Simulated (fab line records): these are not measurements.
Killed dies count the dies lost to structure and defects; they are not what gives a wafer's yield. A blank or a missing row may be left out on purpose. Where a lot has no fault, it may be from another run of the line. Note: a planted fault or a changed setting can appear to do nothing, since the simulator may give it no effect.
fab line records    flow gf180mcu
record lots=14  wafers=42  last-day=34
route steps=602 shown V2@385 M3@425 V3@433
lots that met no fault: from a run of the same line without faults
start-h: start of the lot's first displayed wafer, in hours after the record's first day    wait-h: hours from the lot's prior step to this one    " unchanged from the row above    L1.1+2: one row covering several wafers at once    - either no value or no given start    * or withheld: withheld    < > ~ a bound
route shown NAME@n: a module of which the file shows steps, and the number in the route of the first    usual: mean/standard deviation of fault-free wafers    same: alike in all rows    chamber/n: place in a boat    sites: the reading at each site    _std_site: the standard deviation of these    _edge_site: outer sites' mean less inner sites'    radius-mm: how far each site lies from the wafer's centre    mask NAME#n: copy n    behind: the last tool/chamber to shape the wafer    hold: why the lot was held/for how many hours/how that ended    device: transistor that didn't switch, given as n, p or np    end of line: the tests these same wafers got at the end of their route    for a step that has no rows: nothing shown but its recipe    killed: at the first sort, the dies lost to defects and structure; wafer yield is something else    map: a wafer's dies, marking killed ones x, the rest . and places with no die _
set.NAME: the setting as run; set.NAME@STEP: as run at that earlier step    model.NAME: the simulator's own value behind a step, which no gauge read
one table for each step of the route and one row for each wafer, over a sample of lots
services: the hour from which a tool's chamber was out of use, counted from the record's first day as start-h (under 0 if before that day), plus the number of hours and why
## steps
# step GF_V2_THK_MEAS_03
# recipe reads=SiO2_of_V2_CVD_02
# usual V2_CVD_02_THK=853/11
lot.wafer  tool           chamber  start-h  wait-h  V2_CVD_02_THK[nm]
L284.3     film-metro-02  -        442.82   0.1     838
L284.4     "              -        "        "       861
L284.5     "              -        "        "       860
L285.2     film-metro-04  -        445.86   0.0     854
L285.3     "              -        "        "       851
L285.6     "              -        "        "       861
L286.1     film-metro-01  -        456.37   0.0     848
L286.5     "              -        "        "       866
L286.6     "              -        "        "       854
L287.2     film-metro-02  -        464.18   0.0     856
L287.3     "              -        "        "       854
L287.4     "              -        "        "       867
L288.1     film-metro-02  -        472.28   0.0     837
L288.4     "              -        "        "       844
L288.5     "              -        "        "       855
L289.2     film-metro-02  -        482.63   0.0     840
L289.3     "              -        "        "       840
L289.5     "              -        "        "       847
L291.1     film-metro-02  -        506.04   0.0     833
L291.2     "              -        "        "       836
L291.6     "              -        "        "       851
L292.1     film-metro-02  -        513.27   0.0     840
L292.2     "              -        "        "       841
L292.6     "              -        "        "       858
L294.1     film-metro-02  -        531.47   0.0     846
L294.3     "              -        "        "       859
L294.4     "              -        "        "       864
L298.1     film-metro-04  -        577.49   0.0     858
L298.4     "              -        "        "       868
L298.5     "              -        "        "       857
L301.2     film-metro-01  -        589.58   0.0     850
L301.5     "              -        "        "       866
L301.6     "              -        "        "       858
L302.2     film-metro-02  -        592.18   0.0     856
L302.5     "              -        "        "       865
L302.6     "              -        "        "       867
L303.2     film-metro-02  -        598.83   0.0     838
L303.5     "              -        "        "       860
L303.6     "              -        "        "       847
L307.1     film-metro-02  -        638.56   0.0     828
L307.2     "              -        "        "       846
L307.5     "              -        "        "       855
# step GF_V2_CD_MEAS_14
# recipe target-cd-nm=260
# usual cd-nm=260.0/1.3
lot.wafer  tool       chamber  start-h  wait-h  cd-nm
L284.3     cd-sem-02  -        468.23   0.2     261.2
L284.4     "          -        "        "       262.4
L284.5     "          -        "        "       261.5
L285.2     cd-sem-02  -        470.82   0.1     259.6
L285.3     "          -        "        "       259.4
L285.6     "          -        "        "       260.7
L286.1     cd-sem-01  -        480.96   0.1     259.7
L286.5     "          -        "        "       260.3
L286.6     "          -        "        "       259.3
L287.2     cd-sem-02  -        488.87   0.1     260.1
L287.3     "          -        "        "       259.6
L287.4     "          -        "        "       260.3
L288.1     cd-sem-02  -        496.55   0.1     259.1
L288.4     "          -        "        "       258.2
L288.5     "          -        "        "       257.3
L289.2     cd-sem-02  -        507.13   0.1     259.6
L289.3     "          -        "        "       260.6
L289.5     "          -        "        "       260.8
L291.1     cd-sem-02  -        529.50   0.1     260.2
L291.2     "          -        "        "       260.7
L291.6     "          -        "        "       259.7
L292.1     cd-sem-02  -        536.90   0.1     260.3
L292.2     "          -        "        "       259.8
L292.6     "          -        "        "       259.9
L294.1     cd-sem-02  -        555.20   0.1     261.9
L294.3     "          -        "        "       261.2
L294.4     "          -        "        "       261.6
L298.1     cd-sem-01  -        599.30   0.1     259.4
L298.4     "          -        "        "       260.0
L298.5     "          -        "        "       259.4
L301.2     cd-sem-01  -        611.12   0.1     260.3
L301.5     "          -        "        "       259.4
L301.6     "          -        "        "       260.4
L302.2     cd-sem-02  -        613.62   0.1     260.0
L302.5     "          -        "        "       260.2
L302.6     "          -        "        "       257.7
L303.2     cd-sem-02  -        619.92   0.1     259.6
L303.5     "          -        "        "       258.3
L303.6     "          -        "        "       259.6
L307.1     cd-sem-01  -        658.74   0.1     257.8
L307.2     "          -        "        "       257.8
L307.5     "          -        "        "       258.7
# step GF_M3_METAL_ETCH_16
# recipe chemistry=Cl2/BCl3  mask-material=KrF  target-depth-nm=750.8  stop-on=SiO2  pressure-mtorr=8  icp-w=800  bias-w=140  Cl2_flow_sccm=80  bcl3-flow-sccm=40  time-s=121.9
# usual drypump-motor-current-A=5.9/0.41  oes-product-au=1.000/0.0063  throttle-valve-pct=28.219/0.0099
lot.wafer  tool          chamber  start-h  wait-h  drypump-motor-current-A  oes-product-au  rf-hours-counter-h  throttle-valve-pct
L284.3     rie-metal-04  0        494.00   0.1     5.7                      0.991           -                   28.240
L284.4     "             1        "        "       6.5                      0.988           -                   28.242
L284.5     "             0        "        "       5.7                      0.996           -                   28.225
L285.2     rie-metal-01  0        496.95   0.0     5.2                      0.995           10                  28.223
L285.3     "             1        "        "       5.8                      1.005           -                   28.217
L285.6     "             1        "        "       5.8                      1.012           -                   28.214
L286.1     rie-metal-04  0        507.50   0.0     5.7                      1.003           10                  28.214
L286.5     "             1        "        "       6.5                      0.989           -                   28.218
L286.6     "             0        "        "       5.7                      1.001           -                   28.231
L287.2     rie-metal-04  1        514.60   0.0     6.5                      0.992           12                  28.241
L287.3     "             1        "        "       6.5                      0.998           -                   28.228
L287.4     "             0        "        "       5.7                      0.993           -                   28.213
L288.1     rie-metal-04  0        522.16   0.0     5.7                      0.999           10                  28.229
L288.4     "             0        "        "       5.7                      0.989           -                   28.219
L288.5     "             0        "        "       5.7                      1.005           -                   28.232
L289.2     rie-metal-01  0        532.30   0.0     5.2                      0.997           11                  28.210
L289.3     "             1        "        "       5.9                      1.003           -                   28.220
L289.5     "             1        "        "       5.9                      1.008           -                   28.217
L291.1     rie-metal-04  1        553.75   0.0     6.5                      0.999           12                  28.224
L291.2     "             0        "        "       5.7                      0.996           12                  28.223
L291.6     "             0        "        "       5.7                      1.002           -                   28.214
L292.1     rie-metal-04  0        561.70   0.0     5.7                      1.005           12                  28.218
L292.2     "             0        "        "       5.7                      1.001           -                   28.224
L292.6     "             0        "        "       5.7                      0.993           -                   28.227
L294.1     rie-metal-03  1        579.26   0.0     5.7                      0.994           11                  28.221
L294.3     "             0        "        "       6.1                      1.001           -                   28.228
L294.4     "             1        "        "       5.7                      0.994           -                   28.245
L298.1     rie-metal-04  1        622.40   0.0     6.5                      0.728           1                   28.503
L298.4     "             1        "        "       6.5                      0.735           -                   28.517
L298.5     "             0        "        "       5.7                      0.727           -                   28.516
L301.2     rie-metal-01  0        632.45   0.0     5.2                      1.004           14                  28.216
L301.5     "             1        "        "       5.9                      0.996           -                   28.222
L301.6     "             0        "        "       5.2                      1.005           -                   28.214
L302.2     rie-metal-04  0        635.65   0.0     5.7                      0.730           15                  28.519
L302.5     "             0        "        "       5.7                      0.733           -                   28.509
L302.6     "             1        "        "       6.5                      0.729           -                   28.505
L303.2     rie-metal-01  1        641.71   0.0     5.8                      1.014           13                  28.218
L303.5     "             0        "        "       5.2                      0.988           -                   28.214
L303.6     "             1        "        "       5.8                      1.012           -                   28.205
L307.1     rie-metal-03  1        679.80   0.0     5.7                      0.989           14                  28.235
L307.2     "             0        "        "       6.2                      1.002           7                   28.219
L307.5     "             1        "        "       5.7                      0.991           -                   28.221
# step GF_M3_STRIP_17
# recipe chemistry=O2/N2  power-w=1400  pressure-mtorr=1500  platen-temp-c=250  o2-flow-sccm=3000  n2-flow-sccm=300  overash-fraction=0.5
# usual drypump-motor-current-A=5.49/0.27  heater-power-w=324/33  oes-product-au=0.540/0.0048  strip-time-to-endpoint-s=7.45/0.048
lot.wafer  tool             chamber  start-h  wait-h  drypump-motor-current-A  heater-power-w  oes-product-au  rf-hours-counter-h  strip-time-to-endpoint-s
L284.3     plasma-asher-02  0        494.11   0.1     5.55                     272             0.543           -                   7.52
L284.4     "                1        "        "       5.74                     348             0.544           -                   7.54
L284.5     "                0        "        "       5.56                     275             0.536           -                   7.56
L285.2     plasma-asher-02  1        497.08   0.1     5.76                     344             0.542           40                  7.49
L285.3     "                0        "        "       5.54                     274             0.538           -                   7.42
L285.6     "                0        "        "       5.56                     273             0.533           -                   7.38
L286.1     plasma-asher-03  1        507.63   0.1     5.70                     315             0.544           88                  7.52
L286.5     "                1        "        "       5.70                     320             0.544           -                   7.49
L286.6     "                0        "        "       5.50                     312             0.547           -                   7.48
L287.2     plasma-asher-01  1        514.73   0.1     4.99                     371             0.539           73                  7.50
L287.3     "                1        "        "       4.97                     369             0.541           -                   7.47
L287.4     "                0        "        "       5.14                     352             0.543           -                   7.46
L288.1     plasma-asher-03  1        522.38   0.2     5.69                     320             0.532           89                  7.44
L288.4     "                1        "        "       5.70                     321             0.540           -                   7.47
L288.5     "                0        "        "       5.53                     311             0.547           -                   7.44
L289.2     plasma-asher-03  0        532.43   0.1     5.52                     314             0.546           91                  7.51
L289.3     "                1        "        "       5.68                     320             0.538           -                   7.45
L289.5     "                1        "        "       5.72                     315             0.536           -                   7.45
L291.1     plasma-asher-02  0        553.88   0.1     5.59                     265             0.543           45                  7.44
L291.2     "                1        "        "       5.74                     344             0.535           45                  7.44
L291.6     "                1        "        "       5.74                     333             0.540           -                   7.43
L292.1     plasma-asher-01  1        561.96   0.2     4.98                     380             0.542           78                  7.43
L292.2     "                0        "        "       5.12                     352             0.535           78                  7.41
L292.6     "                1        "        "       4.96                     381             0.538           -                   7.40
L294.1     plasma-asher-02  1        579.39   0.1     5.74                     333             0.535           48                  7.49
L294.3     "                0        "        "       5.55                     276             0.534           -                   7.46
L294.4     "                1        "        "       5.74                     338             0.555           -                   7.49
L298.1     plasma-asher-03  0        622.53   0.1     5.51                     307             0.596           101                 8.69
L298.4     "                1        "        "       5.71                     315             0.588           -                   8.68
L298.5     "                1        "        "       5.73                     318             0.595           -                   8.69
L301.2     plasma-asher-03  1        632.58   0.1     5.71                     319             0.545           102                 7.44
L301.5     "                1        "        "       5.67                     317             0.537           -                   7.40
L301.6     "                0        "        "       5.47                     319             0.538           -                   7.43
L302.2     plasma-asher-02  1        635.78   0.1     5.76                     351             0.591           54                  8.71
L302.5     "                0        "        "       5.54                     274             0.592           -                   8.71
L302.6     "                1        "        "       5.74                     341             0.588           -                   8.67
L303.2     plasma-asher-01  1        641.84   0.1     5.03                     376             0.548           86                  7.44
L303.5     "                1        "        "       4.97                     367             0.543           -                   7.49
L303.6     "                0        "        "       5.14                     351             0.544           -                   7.42
L307.1     plasma-asher-02  0        679.93   0.1     5.57                     273             0.541           59                  7.49
L307.2     "                1        "        "       5.76                     337             0.547           59                  7.48
L307.5     "                0        "        "       5.58                     271             0.549           -                   7.56
# step GF_V3_CMP_04
# recipe material=SiO2  down-force-psi=4  platen-rpm=60  pad-velocity-m-s=0.94248
# usual edge-zone-pressure-frac=1.000/0.0046  motor-current-A=12.1/1.2  time-to-endpoint-s=81/5.6
lot.wafer  tool    chamber  start-h  wait-h  edge-zone-pressure-frac  motor-current-A  time-to-endpoint-s
L284.3     cmp-02  2        494.88   0.0     0.992                    10.4             74
L284.4     "       0        "        "       1.001                    11.8             74
L284.5     "       3        "        "       1.006                    12.6             76
L285.2     cmp-01  3        498.04   0.1     1.001                    13.4             81
L285.3     "       0        "        "       0.999                    13.6             85
L285.6     "       2        "        "       1.003                    11.0             91
L286.1     cmp-01  1        508.53   0.1     1.005                    11.6             86
L286.6     "       3        "        "       0.992                    13.4             93
L286.5     "       0        "        "       0.989                    12.9             89
L287.3     cmp-02  3        515.59   0.0     1.006                    12.4             78
L287.4     "       1        "        "       1.001                    12.7             78
L287.2     "       2        "        "       0.998                    11.0             75
L288.1     cmp-01  1        523.17   0.1     1.004                    11.4             83
L288.4     "       3        "        "       1.004                    13.2             84
L288.5     "       1        "        "       1.003                    10.6             88
L289.2     cmp-01  0        533.28   0.1     1.001                    13.7             79
L289.3     "       2        "        "       0.989                    10.9             80
L289.5     "       0        "        "       1.000                    13.9             83
L291.1     cmp-01  0        555.21   0.1     0.998                    14.6             81
L291.2     "       2        "        "       0.991                    10.1             82
L291.6     "       0        "        "       0.999                    13.7             84
L292.2     cmp-01  0        562.84   0.1     0.994                    13.2             81
L292.1     "       1        "        "       1.006                    11.4             84
L292.6     "       0        "        "       1.000                    13.1             87
L294.4     cmp-01  3        580.19   0.0     1.001                    13.5             85
L294.3     "       1        "        "       1.001                    11.5             75
L294.1     "       2        "        "       1.007                    10.5             70
L301.2     cmp-02  3        633.53   0.0     1.006                    12.2             77
L301.6     "       3        "        "       0.996                    12.1             80
L301.5     "       0        "        "       0.996                    13.0             84
L303.2     cmp-02  1        642.95   0.4     1.003                    12.5             77
L303.6     "       2        "        "       0.994                    10.8             81
L303.5     "       3        "        "       1.001                    12.9             87
L307.1     cmp-01  0        680.76   0.1     0.997                    13.8             74
L307.2     "       2        "        "       1.002                    11.3             69
L307.5     "       0        "        "       0.998                    14.0             77
## services
tool             chamber  start-h  hours  kind
plasma-asher-03  -        474.47   2.7    repair
cmp-01           -        492.46   1.2    repair
cmp-02           -        502.54   0.3    repair
rie-metal-04     -        509.30   4.3    pm
plasma-asher-02  -        548.35   5.4    repair
rie-metal-04     1        559.91   -      clean
rie-metal-04     1        559.91   15.2   scheduled-down
rie-metal-04     1        559.91   15.2   vent-cycle
rie-metal-01     -        568.76   0.8    repair
cmp-01           -        572.12   4.0    pm
cmp-02           -        572.78   2.2    repair
cmp-02           -        574.47   0.5    repair
cmp-01           -        576.12   -      consumable-replace:conditioner
cmp-01           -        576.12   -      consumable-replace:pad
cmp-02           -        598.45   3.0    repair
rie-metal-01     0        600.60   9.9    repair
cmp-01           -        637.96   14.3   pm
rie-metal-04     0        653.44   -      clean
rie-metal-04     0        653.44   23.0   scheduled-down
rie-metal-04     0        653.44   23.0   vent-cycle
rie-metal-03     -        657.63   15.6   pm
plasma-asher-01  -        669.64   3.5    repair
rie-metal-01     0        674.98   -      clean
rie-metal-01     0        674.98   25.1   scheduled-down
## key
first-sign step=GF_M3_METAL_ETCH_16  reading=oes-product-au  direction=down  sigmas=43  usual=1.000  struck=0.730
effect step=GF_M3_METAL_ETCH_16  reading=throttle-valve-pct  direction=up  sigmas=29  usual=28.219  struck=28.511
effect step=GF_M3_STRIP_17  reading=strip-time-to-endpoint-s  direction=up  sigmas=26  usual=*  struck=*
met-at GF_M3_METAL_ETCH_16
struck-lots L298,L302
later-rows-left-out L298.1,L298.4,L298.5,L302.2,L302.5,L302.6
sort-left-out L298.1,L298.4,L298.5,L302.2,L302.5,L302.6
not-acting-at GF_V2_THK_MEAS_03,GF_V2_CD_MEAS_14,GF_V3_CMP_04
onset-between 561.70 622.40
fault kind=process-parameter-drift  tool=rie-metal-04  chamber=-  onset-h=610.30  steps=GF_M3_METAL_ETCH_16  channel=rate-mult  offset=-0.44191  shape=step  end-h=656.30
# sort-left-out: the simulated sort isn't trusted on such a fault, so these wafers' sort isn't shown, and their yield isn't known
# later-rows-left-out: the simulator's readings of these wafers behind a module that went badly wrong aren't trusted and aren't shown, but for the sort
